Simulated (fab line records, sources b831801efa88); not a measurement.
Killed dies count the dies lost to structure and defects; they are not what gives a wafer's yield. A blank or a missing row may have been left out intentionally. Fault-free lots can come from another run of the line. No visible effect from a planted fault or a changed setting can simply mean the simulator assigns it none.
Which tool was responsible? || flow sfqLine || 14 lots, 42 wafers sampled, at 6 steps of a route of 325

== WHAT THE GAUGES SHOWED, per wafer ==
The record holds no reading of a measuring or inspecting step that can be judged against a usual standard deviation.

== WHICH TOOL RAN EACH LOT (tool, then ch and the chambers of the sampled wafers, then the start) ==
{"lot": "L252", "SFQ_TRILAYER_I0_VIA_BARC_OPEN_VIA_ETCH_046": "rieDiel-01 ch 0,2,3, day 12 13:52", "SFQ_TRILAYER_I0_VIA_ETCH_VIA_ETCH_034": "rieDiel-01 ch 0,2,3, day 12 13:55", "SFQ_TRILAYER_M1_LITHO_EXPOSE_040": "krfScanner-02 ch 0, day 17 19:10", "SFQ_TRILAYER_I3_DEP_PECVD_081": "pecvd-04 ch 0,2, day 43 00:46", "SFQ_TRILAYER_JJ_CE_BARC_OPEN_RIE_150": "rieMetal-02 ch 0,1, day 60 13:55", "SFQ_TRILAYER_A5B_DEP_PECVD_129": "pecvd-03 ch 0,1, day 60 18:53"}
{"lot": "L254", "SFQ_TRILAYER_I0_VIA_BARC_OPEN_VIA_ETCH_046": "rieDiel-01 ch 0,2,3, day 12 21:04", "SFQ_TRILAYER_I0_VIA_ETCH_VIA_ETCH_034": "rieDiel-01 ch 0,2,3, day 12 21:07", "SFQ_TRILAYER_M1_LITHO_EXPOSE_040": "krfScanner-02 ch 0, day 18 04:58", "SFQ_TRILAYER_I3_DEP_PECVD_081": "pecvd-01 ch 0,1,2, day 43 13:11", "SFQ_TRILAYER_JJ_CE_BARC_OPEN_RIE_150": "rieMetal-03 ch 0,1, day 60 22:19", "SFQ_TRILAYER_A5B_DEP_PECVD_129": "pecvd-02 ch 0,2, day 61 08:52"}
{"lot": "L255", "SFQ_TRILAYER_I0_VIA_BARC_OPEN_VIA_ETCH_046": "rieDiel-01 ch 0,1, day 13 09:04", "SFQ_TRILAYER_I0_VIA_ETCH_VIA_ETCH_034": "rieDiel-01 ch 0,1, day 13 09:07", "SFQ_TRILAYER_M1_LITHO_EXPOSE_040": "krfScanner-02 ch 0, day 18 23:23", "SFQ_TRILAYER_I3_DEP_PECVD_081": "pecvd-03 ch 0,1,2, day 44 05:59", "SFQ_TRILAYER_JJ_CE_BARC_OPEN_RIE_150": "rieMetal-04 ch 0,1, day 61 05:31", "SFQ_TRILAYER_A5B_DEP_PECVD_129": "pecvd-02 ch 1,2, day 61 14:50"}
{"lot": "L256", "SFQ_TRILAYER_I0_VIA_BARC_OPEN_VIA_ETCH_046": "rieDiel-01 ch 2,3, day 13 17:28", "SFQ_TRILAYER_I0_VIA_ETCH_VIA_ETCH_034": "rieDiel-01 ch 2,3, day 13 17:31", "SFQ_TRILAYER_M1_LITHO_EXPOSE_040": "krfScanner-02 ch 0, day 19 08:47", "SFQ_TRILAYER_I3_DEP_PECVD_081": "pecvd-03 ch 0,2, day 45 00:17", "SFQ_TRILAYER_JJ_CE_BARC_OPEN_RIE_150": "rieMetal-02 ch 0,1, day 62 10:19", "SFQ_TRILAYER_A5B_DEP_PECVD_129": "pecvd-01 ch 0,2, day 62 17:34"}
{"lot": "L263", "SFQ_TRILAYER_I0_VIA_BARC_OPEN_VIA_ETCH_046": "rieDiel-01 ch 1,2,3, day 15 17:49", "SFQ_TRILAYER_I0_VIA_ETCH_VIA_ETCH_034": "rieDiel-01 ch 1,2,3, day 15 17:51", "SFQ_TRILAYER_M1_LITHO_EXPOSE_040": "krfScanner-01, day 22 05:19", "SFQ_TRILAYER_I3_DEP_PECVD_081": "pecvd-01 ch 0,1,2, day 47 09:53", "SFQ_TRILAYER_JJ_CE_BARC_OPEN_RIE_150": "rieMetal-03 ch 0,1, day 64 03:20", "SFQ_TRILAYER_A5B_DEP_PECVD_129": "pecvd-02 ch 0,1,2, day 68 18:04"}
{"lot": "L264", "SFQ_TRILAYER_I0_VIA_BARC_OPEN_VIA_ETCH_046": "rieDiel-04 ch 2,3, day 16 00:17", "SFQ_TRILAYER_I0_VIA_ETCH_VIA_ETCH_034": "rieDiel-04 ch 2,3, day 16 00:19", "SFQ_TRILAYER_M1_LITHO_EXPOSE_040": "krfScanner-01, day 22 12:31", "SFQ_TRILAYER_I3_DEP_PECVD_081": "pecvd-04 ch 0,2, day 47 13:29", "SFQ_TRILAYER_JJ_CE_BARC_OPEN_RIE_150": "rieMetal-03 ch 0,1, day 64 04:32", "SFQ_TRILAYER_A5B_DEP_PECVD_129": "pecvd-03 ch 0,1,2, day 68 19:16"}
{"lot": "L265", "SFQ_TRILAYER_I0_VIA_BARC_OPEN_VIA_ETCH_046": "rieDiel-02 ch 0,1, day 16 09:58", "SFQ_TRILAYER_I0_VIA_ETCH_VIA_ETCH_034": "rieDiel-02 ch 0,1, day 16 10:00", "SFQ_TRILAYER_M1_LITHO_EXPOSE_040": "krfScanner-01 ch 0, day 22 21:19", "SFQ_TRILAYER_I3_DEP_PECVD_081": "pecvd-04 ch 0,2, day 47 19:29", "SFQ_TRILAYER_JJ_CE_BARC_OPEN_RIE_150": "rieMetal-02 ch 0,1, day 64 09:22", "SFQ_TRILAYER_A5B_DEP_PECVD_129": "pecvd-02 ch 0,1,2, day 69 01:16"}
{"lot": "L266", "SFQ_TRILAYER_I0_VIA_BARC_OPEN_VIA_ETCH_046": "rieDiel-04 ch 1,2,3, day 16 17:18", "SFQ_TRILAYER_I0_VIA_ETCH_VIA_ETCH_034": "rieDiel-04 ch 1,2,3, day 16 17:20", "SFQ_TRILAYER_M1_LITHO_EXPOSE_040": "krfScanner-02 ch 0, day 48 05:13 or earlier", "SFQ_TRILAYER_I3_DEP_PECVD_081": "pecvd-04 ch 1,2, day 48 05:13", "SFQ_TRILAYER_JJ_CE_BARC_OPEN_RIE_150": "rieMetal-02 ch 0,1, day 64 17:44", "SFQ_TRILAYER_A5B_DEP_PECVD_129": "pecvd-03 ch 0,1, day 69 07:16"}
{"lot": "L267", "SFQ_TRILAYER_I0_VIA_BARC_OPEN_VIA_ETCH_046": "rieDiel-04 ch 1,2, day 17 04:55", "SFQ_TRILAYER_I0_VIA_ETCH_VIA_ETCH_034": "rieDiel-04 ch 1,2, day 17 04:58", "SFQ_TRILAYER_M1_LITHO_EXPOSE_040": "krfScanner-02 ch 0, day 23 21:02", "SFQ_TRILAYER_I3_DEP_PECVD_081": "pecvd-01 ch 0,2, day 48 17:13", "SFQ_TRILAYER_JJ_CE_BARC_OPEN_RIE_150": "rieMetal-02 ch 0,1, day 64 21:20", "SFQ_TRILAYER_A5B_DEP_PECVD_129": "pecvd-03 ch 0,1, day 69 11:33"}
{"lot": "L269", "SFQ_TRILAYER_I0_VIA_BARC_OPEN_VIA_ETCH_046": "rieDiel-01 ch 1,3, day 23 06:59", "SFQ_TRILAYER_I0_VIA_ETCH_VIA_ETCH_034": "rieDiel-01 ch 1,3, day 23 07:01", "SFQ_TRILAYER_M1_LITHO_EXPOSE_040": "krfScanner-01 ch 0, day 24 00:07", "SFQ_TRILAYER_I3_DEP_PECVD_081": "pecvd-01 ch 0,1,2, day 48 23:13", "SFQ_TRILAYER_JJ_CE_BARC_OPEN_RIE_150": "rieMetal-03 ch 0,1, day 64 23:44", "SFQ_TRILAYER_A5B_DEP_PECVD_129": "pecvd-01 ch 0,1, day 69 16:21"}
{"lot": "L271", "SFQ_TRILAYER_I0_VIA_BARC_OPEN_VIA_ETCH_046": "rieDiel-04 ch 0,1,2, day 24 19:50", "SFQ_TRILAYER_I0_VIA_ETCH_VIA_ETCH_034": "rieDiel-04 ch 0,1,2, day 24 19:52", "SFQ_TRILAYER_M1_LITHO_EXPOSE_040": "krfScanner-02 ch 0, day 31 08:02", "SFQ_TRILAYER_I3_DEP_PECVD_081": "pecvd-03 ch 0,2, day 50 05:22", "SFQ_TRILAYER_JJ_CE_BARC_OPEN_RIE_150": "rieMetal-02 ch 0,1, day 65 03:20", "SFQ_TRILAYER_A5B_DEP_PECVD_129": "pecvd-02 ch 1,2, day 69 22:28"}
{"lot": "L272", "SFQ_TRILAYER_I0_VIA_BARC_OPEN_VIA_ETCH_046": "rieDiel-01 ch 0,1,2, day 25 18:38", "SFQ_TRILAYER_I0_VIA_ETCH_VIA_ETCH_034": "rieDiel-01 ch 0,1,2, day 25 18:40", "SFQ_TRILAYER_M1_LITHO_EXPOSE_040": "krfScanner-02 ch 0, day 32 03:26", "SFQ_TRILAYER_I3_DEP_PECVD_081": "pecvd-03 ch 0,1,2, day 50 17:22", "SFQ_TRILAYER_JJ_CE_BARC_OPEN_RIE_150": "rieMetal-02 ch 0,1, day 65 23:59", "SFQ_TRILAYER_A5B_DEP_PECVD_129": "pecvd-02 ch 0,1, day 70 16:17"}
{"lot": "L274", "SFQ_TRILAYER_I0_VIA_BARC_OPEN_VIA_ETCH_046": "rieDiel-01 ch 0,2,3, day 26 06:36", "SFQ_TRILAYER_I0_VIA_ETCH_VIA_ETCH_034": "rieDiel-01 ch 0,2,3, day 26 06:38", "SFQ_TRILAYER_M1_LITHO_EXPOSE_040": "krfScanner-01 ch 0, day 32 13:33", "SFQ_TRILAYER_I3_DEP_PECVD_081": "pecvd-04 ch 0,1, day 51 00:32", "SFQ_TRILAYER_JJ_CE_BARC_OPEN_RIE_150": "rieMetal-02 ch 0,1, day 66 07:11", "SFQ_TRILAYER_A5B_DEP_PECVD_129": "pecvd-03 ch 0,1,2, day 70 21:05"}
{"lot": "L275", "SFQ_TRILAYER_I0_VIA_BARC_OPEN_VIA_ETCH_046": "rieDiel-04 ch 0,1, day 26 12:36", "SFQ_TRILAYER_I0_VIA_ETCH_VIA_ETCH_034": "rieDiel-04 ch 0,1, day 26 12:38", "SFQ_TRILAYER_M1_LITHO_EXPOSE_040": "krfScanner-01 ch 0, day 32 18:33", "SFQ_TRILAYER_I3_DEP_PECVD_081": "pecvd-03 ch 0,1,2, day 51 06:34", "SFQ_TRILAYER_JJ_CE_BARC_OPEN_RIE_150": "rieMetal-03 ch 0,1, day 66 11:59", "SFQ_TRILAYER_A5B_DEP_PECVD_129": "pecvd-01 ch 1,2, day 71 01:53"}
- SFQ_TRILAYER_I0_VIA_BARC_OPEN_VIA_ETCH_046: etches BARC in O2, target depth 125 nm, time 41.7 s.
- SFQ_TRILAYER_I0_VIA_ETCH_VIA_ETCH_034: etches SiO2 in CHF3, stops on Nb, target depth 260 nm.
- SFQ_TRILAYER_M1_LITHO_EXPOSE_040: exposes mask M1, target cd 500 nm.
- SFQ_TRILAYER_I3_DEP_PECVD_081: deposits SiO2 from SiH4/N2O, time 111.11 s, target thk 500 nm.
- SFQ_TRILAYER_JJ_CE_BARC_OPEN_RIE_150: chemistry O2, target BARC, target depth 240 nm, time 80 s.
- SFQ_TRILAYER_A5B_DEP_PECVD_129: deposits SiO2 from SiH4/N2O, time 133.33 s, target thk 600 nm.

== AS READ BY THE TOOLS THEMSELVES (means over the sampled wafers that have a number; for cases with no such wafer, the mark the record gives instead) ==
SFQ_TRILAYER_I0_VIA_BARC_OPEN_VIA_ETCH_046. Usual: biasW 80.01 W, standard deviation 0.22; chamberPressureMTorr 30.00 mTorr, standard deviation 0.037; drypumpMotorCurrentA 5.6 A, standard deviation 0.32; oesProductAu 0.684 a.u., standard deviation 0.0052.
{"lot": "L252", "tool": "rieDiel-01", "biasW (W)": 80.00, "chamberPressureMTorr (mTorr)": 30.08, "drypumpMotorCurrentA (A)": 5.7, "oesProductAu (a.u.)": 0.679, "flag": ""}
{"lot": "L254", "tool": "rieDiel-01", "biasW (W)": 80.12, "chamberPressureMTorr (mTorr)": 30.00, "drypumpMotorCurrentA (A)": 5.7, "oesProductAu (a.u.)": 0.688, "flag": ""}
{"lot": "L255", "tool": "rieDiel-01", "biasW (W)": 80.00, "chamberPressureMTorr (mTorr)": 29.98, "drypumpMotorCurrentA (A)": 5.8, "oesProductAu (a.u.)": 0.686, "flag": ""}
{"lot": "L256", "tool": "rieDiel-01", "biasW (W)": 80.25, "chamberPressureMTorr (mTorr)": 30.00, "drypumpMotorCurrentA (A)": 5.5, "oesProductAu (a.u.)": 0.687, "flag": ""}
{"lot": "L263", "tool": "rieDiel-01", "biasW (W)": "-", "chamberPressureMTorr (mTorr)": "-", "drypumpMotorCurrentA (A)": "-", "oesProductAu (a.u.)": "-", "flag": "OFF"}
{"lot": "L264", "tool": "rieDiel-04", "biasW (W)": "-", "chamberPressureMTorr (mTorr)": "-", "drypumpMotorCurrentA (A)": "-", "oesProductAu (a.u.)": "-", "flag": "OFF"}
{"lot": "L265", "tool": "rieDiel-02", "biasW (W)": 79.95, "chamberPressureMTorr (mTorr)": 30.00, "drypumpMotorCurrentA (A)": 5.4, "oesProductAu (a.u.)": 0.680, "flag": ""}
{"lot": "L266", "tool": "rieDiel-04", "biasW (W)": 80.16, "chamberPressureMTorr (mTorr)": 29.98, "drypumpMotorCurrentA (A)": 5.7, "oesProductAu (a.u.)": 0.680, "flag": ""}
{"lot": "L267", "tool": "rieDiel-04", "biasW (W)": 79.81, "chamberPressureMTorr (mTorr)": 30.00, "drypumpMotorCurrentA (A)": 5.7, "oesProductAu (a.u.)": 0.687, "flag": ""}
{"lot": "L269", "tool": "rieDiel-01", "biasW (W)": 80.04, "chamberPressureMTorr (mTorr)": 30.02, "drypumpMotorCurrentA (A)": 5.4, "oesProductAu (a.u.)": 0.683, "flag": ""}
{"lot": "L271", "tool": "rieDiel-04", "biasW (W)": 80.01, "chamberPressureMTorr (mTorr)": 29.99, "drypumpMotorCurrentA (A)": 5.6, "oesProductAu (a.u.)": 0.685, "flag": ""}
{"lot": "L272", "tool": "rieDiel-01", "biasW (W)": 79.94, "chamberPressureMTorr (mTorr)": 29.95, "drypumpMotorCurrentA (A)": 5.9, "oesProductAu (a.u.)": 0.684, "flag": ""}
{"lot": "L274", "tool": "rieDiel-01", "biasW (W)": 80.01, "chamberPressureMTorr (mTorr)": 30.00, "drypumpMotorCurrentA (A)": 5.7, "oesProductAu (a.u.)": 0.684, "flag": ""}
{"lot": "L275", "tool": "rieDiel-04", "biasW (W)": 80.10, "chamberPressureMTorr (mTorr)": 29.99, "drypumpMotorCurrentA (A)": 5.5, "oesProductAu (a.u.)": 0.684, "flag": ""}

SFQ_TRILAYER_I0_VIA_ETCH_VIA_ETCH_034. Usual: biasW 79.99 W, standard deviation 0.23; chamberPressureMTorr 29.995 mTorr, standard deviation 0.029; drypumpMotorCurrentA 5.6 A, standard deviation 0.32; oesProductAu 0.857 a.u., standard deviation 0.0053.
{"lot": "L252", "tool": "rieDiel-01", "biasW (W)": 80.35, "chamberPressureMTorr (mTorr)": 29.995, "drypumpMotorCurrentA (A)": 5.7, "oesProductAu (a.u.)": 0.858, "flag": ""}
{"lot": "L254", "tool": "rieDiel-01", "biasW (W)": 79.98, "chamberPressureMTorr (mTorr)": 29.985, "drypumpMotorCurrentA (A)": 5.7, "oesProductAu (a.u.)": 0.861, "flag": ""}
{"lot": "L255", "tool": "rieDiel-01", "biasW (W)": 80.04, "chamberPressureMTorr (mTorr)": 30.024, "drypumpMotorCurrentA (A)": 5.9, "oesProductAu (a.u.)": 0.858, "flag": ""}
{"lot": "L256", "tool": "rieDiel-01", "biasW (W)": 79.92, "chamberPressureMTorr (mTorr)": 30.010, "drypumpMotorCurrentA (A)": 5.5, "oesProductAu (a.u.)": 0.855, "flag": ""}
{"lot": "L263", "tool": "rieDiel-01", "biasW (W)": 80.01, "chamberPressureMTorr (mTorr)": 30.007, "drypumpMotorCurrentA (A)": 5.7, "oesProductAu (a.u.)": 0.378, "flag": "OFF"}
{"lot": "L264", "tool": "rieDiel-04", "biasW (W)": 80.12, "chamberPressureMTorr (mTorr)": 29.968, "drypumpMotorCurrentA (A)": 5.5, "oesProductAu (a.u.)": 0.374, "flag": "OFF"}
{"lot": "L265", "tool": "rieDiel-02", "biasW (W)": 80.11, "chamberPressureMTorr (mTorr)": 30.012, "drypumpMotorCurrentA (A)": 5.4, "oesProductAu (a.u.)": 0.858, "flag": ""}
{"lot": "L266", "tool": "rieDiel-04", "biasW (W)": 79.91, "chamberPressureMTorr (mTorr)": 29.990, "drypumpMotorCurrentA (A)": 5.7, "oesProductAu (a.u.)": 0.858, "flag": ""}
{"lot": "L267", "tool": "rieDiel-04", "biasW (W)": 79.73, "chamberPressureMTorr (mTorr)": 30.022, "drypumpMotorCurrentA (A)": 5.7, "oesProductAu (a.u.)": 0.860, "flag": ""}
{"lot": "L269", "tool": "rieDiel-01", "biasW (W)": 80.10, "chamberPressureMTorr (mTorr)": 30.030, "drypumpMotorCurrentA (A)": 5.4, "oesProductAu (a.u.)": 0.860, "flag": ""}
{"lot": "L271", "tool": "rieDiel-04", "biasW (W)": 80.09, "chamberPressureMTorr (mTorr)": 29.974, "drypumpMotorCurrentA (A)": 5.6, "oesProductAu (a.u.)": 0.857, "flag": ""}
{"lot": "L272", "tool": "rieDiel-01", "biasW (W)": 80.00, "chamberPressureMTorr (mTorr)": 29.992, "drypumpMotorCurrentA (A)": 5.9, "oesProductAu (a.u.)": 0.855, "flag": ""}
{"lot": "L274", "tool": "rieDiel-01", "biasW (W)": 80.09, "chamberPressureMTorr (mTorr)": 29.975, "drypumpMotorCurrentA (A)": 5.7, "oesProductAu (a.u.)": 0.856, "flag": ""}
{"lot": "L275", "tool": "rieDiel-04", "biasW (W)": 79.87, "chamberPressureMTorr (mTorr)": 30.006, "drypumpMotorCurrentA (A)": 5.6, "oesProductAu (a.u.)": 0.860, "flag": ""}

SFQ_TRILAYER_M1_LITHO_EXPOSE_040. Usual: exposureDoseMJCm2 14.402, standard deviation 0.014; focusOffsetNm 0.0 nm, standard deviation 0.49.
{"lot": "L252", "tool": "krfScanner-02", "exposureDoseMJCm2": 14.401, "focusOffsetNm (nm)": -0.3, "flag": ""}
{"lot": "L254", "tool": "krfScanner-02", "exposureDoseMJCm2": 14.412, "focusOffsetNm (nm)": 0.1, "flag": ""}
{"lot": "L255", "tool": "krfScanner-02", "exposureDoseMJCm2": 14.410, "focusOffsetNm (nm)": 0.3, "flag": ""}
{"lot": "L256", "tool": "krfScanner-02", "exposureDoseMJCm2": 14.385, "focusOffsetNm (nm)": 0.2, "flag": ""}
{"lot": "L263", "tool": "krfScanner-01", "exposureDoseMJCm2": "-", "focusOffsetNm (nm)": "-", "flag": "OFF"}
{"lot": "L264", "tool": "krfScanner-01", "exposureDoseMJCm2": "-", "focusOffsetNm (nm)": "-", "flag": "OFF"}
{"lot": "L265", "tool": "krfScanner-01", "exposureDoseMJCm2": 14.410, "focusOffsetNm (nm)": -0.7, "flag": ""}
{"lot": "L266", "tool": "krfScanner-02", "exposureDoseMJCm2": 14.412, "focusOffsetNm (nm)": -0.4, "flag": ""}
{"lot": "L267", "tool": "krfScanner-02", "exposureDoseMJCm2": 14.396, "focusOffsetNm (nm)": -0.5, "flag": ""}
{"lot": "L269", "tool": "krfScanner-01", "exposureDoseMJCm2": 14.401, "focusOffsetNm (nm)": -0.1, "flag": ""}
{"lot": "L271", "tool": "krfScanner-02", "exposureDoseMJCm2": 14.405, "focusOffsetNm (nm)": -0.2, "flag": ""}
{"lot": "L272", "tool": "krfScanner-02", "exposureDoseMJCm2": 14.427, "focusOffsetNm (nm)": -0.2, "flag": ""}
{"lot": "L274", "tool": "krfScanner-01", "exposureDoseMJCm2": 14.424, "focusOffsetNm (nm)": 0.0, "flag": ""}
{"lot": "L275", "tool": "krfScanner-01", "exposureDoseMJCm2": 14.390, "focusOffsetNm (nm)": -0.3, "flag": ""}

SFQ_TRILAYER_I3_DEP_PECVD_081. Usual: chamberPressureTorr 2.400 Torr, standard deviation 0.0049; heaterPowerW 88 W, standard deviation 17; throttleValvePct 25.7 %, standard deviation 1.4.
{"lot": "L252", "tool": "pecvd-04", "chamberPressureTorr (Torr)": 2.402, "heaterPowerW (W)": 85, "throttleValvePct (%)": 25.2, "flag": ""}
{"lot": "L254", "tool": "pecvd-01", "chamberPressureTorr (Torr)": 2.405, "heaterPowerW (W)": 83, "throttleValvePct (%)": 27.0, "flag": ""}
{"lot": "L255", "tool": "pecvd-03", "chamberPressureTorr (Torr)": 2.398, "heaterPowerW (W)": 101, "throttleValvePct (%)": 24.3, "flag": ""}
{"lot": "L256", "tool": "pecvd-03", "chamberPressureTorr (Torr)": 2.400, "heaterPowerW (W)": 101, "throttleValvePct (%)": 24.5, "flag": ""}
{"lot": "L263", "tool": "pecvd-01", "chamberPressureTorr (Torr)": 2.397, "heaterPowerW (W)": 74, "throttleValvePct (%)": 27.0, "flag": ""}
{"lot": "L264", "tool": "pecvd-04", "chamberPressureTorr (Torr)": 2.400, "heaterPowerW (W)": 71, "throttleValvePct (%)": 25.9, "flag": ""}
{"lot": "L265", "tool": "pecvd-04", "chamberPressureTorr (Torr)": 2.401, "heaterPowerW (W)": 86, "throttleValvePct (%)": 25.4, "flag": ""}
{"lot": "L266", "tool": "pecvd-04", "chamberPressureTorr (Torr)": 2.401, "heaterPowerW (W)": 81, "throttleValvePct (%)": 25.8, "flag": ""}
{"lot": "L267", "tool": "pecvd-01", "chamberPressureTorr (Torr)": 2.399, "heaterPowerW (W)": 72, "throttleValvePct (%)": 28.3, "flag": ""}
{"lot": "L269", "tool": "pecvd-01", "chamberPressureTorr (Torr)": 2.399, "heaterPowerW (W)": 76, "throttleValvePct (%)": 26.8, "flag": ""}
{"lot": "L271", "tool": "pecvd-03", "chamberPressureTorr (Torr)": 2.405, "heaterPowerW (W)": 96, "throttleValvePct (%)": 24.2, "flag": ""}
{"lot": "L272", "tool": "pecvd-03", "chamberPressureTorr (Torr)": 2.401, "heaterPowerW (W)": 100, "throttleValvePct (%)": 24.6, "flag": ""}
{"lot": "L274", "tool": "pecvd-04", "chamberPressureTorr (Torr)": 2.396, "heaterPowerW (W)": 90, "throttleValvePct (%)": 25.6, "flag": ""}
{"lot": "L275", "tool": "pecvd-03", "chamberPressureTorr (Torr)": 2.401, "heaterPowerW (W)": 107, "throttleValvePct (%)": 24.7, "flag": ""}

SFQ_TRILAYER_JJ_CE_BARC_OPEN_RIE_150. Usual: drypumpMotorCurrentA 5.74 A, standard deviation 0.27; oesProductAu 0.538 a.u., standard deviation 0.0046.
{"lot": "L252", "tool": "rieMetal-02", "drypumpMotorCurrentA (A)": 5.67, "oesProductAu (a.u.)": 0.535, "flag": ""}
{"lot": "L254", "tool": "rieMetal-03", "drypumpMotorCurrentA (A)": 5.94, "oesProductAu (a.u.)": 0.542, "flag": ""}
{"lot": "L255", "tool": "rieMetal-04", "drypumpMotorCurrentA (A)": 5.54, "oesProductAu (a.u.)": 0.539, "flag": ""}
{"lot": "L256", "tool": "rieMetal-02", "drypumpMotorCurrentA (A)": 5.73, "oesProductAu (a.u.)": 0.538, "flag": ""}
{"lot": "L263", "tool": "rieMetal-03", "drypumpMotorCurrentA (A)": 5.92, "oesProductAu (a.u.)": 0.541, "flag": ""}
{"lot": "L264", "tool": "rieMetal-03", "drypumpMotorCurrentA (A)": 5.96, "oesProductAu (a.u.)": 0.534, "flag": ""}
{"lot": "L265", "tool": "rieMetal-02", "drypumpMotorCurrentA (A)": 5.72, "oesProductAu (a.u.)": 0.538, "flag": ""}
{"lot": "L266", "tool": "rieMetal-02", "drypumpMotorCurrentA (A)": 5.72, "oesProductAu (a.u.)": 0.536, "flag": ""}
{"lot": "L267", "tool": "rieMetal-02", "drypumpMotorCurrentA (A)": 5.66, "oesProductAu (a.u.)": 0.536, "flag": ""}
{"lot": "L269", "tool": "rieMetal-03", "drypumpMotorCurrentA (A)": 5.94, "oesProductAu (a.u.)": 0.539, "flag": ""}
{"lot": "L271", "tool": "rieMetal-02", "drypumpMotorCurrentA (A)": 5.71, "oesProductAu (a.u.)": 0.538, "flag": ""}
{"lot": "L272", "tool": "rieMetal-02", "drypumpMotorCurrentA (A)": 5.71, "oesProductAu (a.u.)": 0.537, "flag": ""}
{"lot": "L274", "tool": "rieMetal-02", "drypumpMotorCurrentA (A)": 5.67, "oesProductAu (a.u.)": 0.541, "flag": ""}
{"lot": "L275", "tool": "rieMetal-03", "drypumpMotorCurrentA (A)": 5.95, "oesProductAu (a.u.)": 0.539, "flag": ""}

SFQ_TRILAYER_A5B_DEP_PECVD_129. Usual: chamberPressureTorr 2.400 Torr, standard deviation 0.0055; heaterPowerW 93 W, standard deviation 17; throttleValvePct 24.9 %, standard deviation 1.
{"lot": "L252", "tool": "pecvd-03", "chamberPressureTorr (Torr)": 2.400, "heaterPowerW (W)": 113, "throttleValvePct (%)": 25.2, "flag": ""}
{"lot": "L254", "tool": "pecvd-02", "chamberPressureTorr (Torr)": 2.404, "heaterPowerW (W)": 88, "throttleValvePct (%)": 24.9, "flag": ""}
{"lot": "L255", "tool": "pecvd-02", "chamberPressureTorr (Torr)": 2.398, "heaterPowerW (W)": 94, "throttleValvePct (%)": 24.0, "flag": ""}
{"lot": "L256", "tool": "pecvd-01", "chamberPressureTorr (Torr)": 2.405, "heaterPowerW (W)": 73, "throttleValvePct (%)": 23.3, "flag": ""}
{"lot": "L263", "tool": "pecvd-02", "chamberPressureTorr (Torr)": 2.397, "heaterPowerW (W)": 85, "throttleValvePct (%)": 25.3, "flag": ""}
{"lot": "L264", "tool": "pecvd-03", "chamberPressureTorr (Torr)": 2.395, "heaterPowerW (W)": 109, "throttleValvePct (%)": 25.5, "flag": ""}
{"lot": "L265", "tool": "pecvd-02", "chamberPressureTorr (Torr)": 2.401, "heaterPowerW (W)": 90, "throttleValvePct (%)": 25.3, "flag": ""}
{"lot": "L266", "tool": "pecvd-03", "chamberPressureTorr (Torr)": 2.396, "heaterPowerW (W)": 116, "throttleValvePct (%)": 25.8, "flag": ""}
{"lot": "L267", "tool": "pecvd-03", "chamberPressureTorr (Torr)": 2.403, "heaterPowerW (W)": 113, "throttleValvePct (%)": 25.7, "flag": ""}
{"lot": "L269", "tool": "pecvd-01", "chamberPressureTorr (Torr)": 2.405, "heaterPowerW (W)": 73, "throttleValvePct (%)": 23.8, "flag": ""}
{"lot": "L271", "tool": "pecvd-02", "chamberPressureTorr (Torr)": 2.402, "heaterPowerW (W)": 90, "throttleValvePct (%)": 24.4, "flag": ""}
{"lot": "L272", "tool": "pecvd-02", "chamberPressureTorr (Torr)": 2.400, "heaterPowerW (W)": 90, "throttleValvePct (%)": 26.1, "flag": ""}
{"lot": "L274", "tool": "pecvd-03", "chamberPressureTorr (Torr)": 2.399, "heaterPowerW (W)": 111, "throttleValvePct (%)": 25.4, "flag": ""}
{"lot": "L275", "tool": "pecvd-01", "chamberPressureTorr (Torr)": 2.401, "heaterPowerW (W)": 75, "throttleValvePct (%)": 24.3, "flag": ""}

== THE ANSWER, worked out from the rows above alone ==
Rule: lot off if the mean of its wafers having a number is beyond 3 standard deviations from the usual mean. A lot without any number at a reading at which 4 lots or more have one is off too. Where the step has rows for the other lots, those lots are counted as sound. After the gauges, taken in route order, come the tools' own readings; for these a lot's mean is taken, as printed above. The first step at which some lot is off is used, and at that step the reading that is off furthest; a lot without a number counts as furthest.
Off, at SFQ_TRILAYER_I0_VIA_BARC_OPEN_VIA_ETCH_046 on biasW: L263, L264. Without a number there: L263, L264.
If a tool, at that step or one of the process steps before it, ran each lot that is off and ran no sound lot following the first of them, it fits. Not one of the candidates tried fits.

== WHAT THE SIMULATOR HAD PUT IN ==
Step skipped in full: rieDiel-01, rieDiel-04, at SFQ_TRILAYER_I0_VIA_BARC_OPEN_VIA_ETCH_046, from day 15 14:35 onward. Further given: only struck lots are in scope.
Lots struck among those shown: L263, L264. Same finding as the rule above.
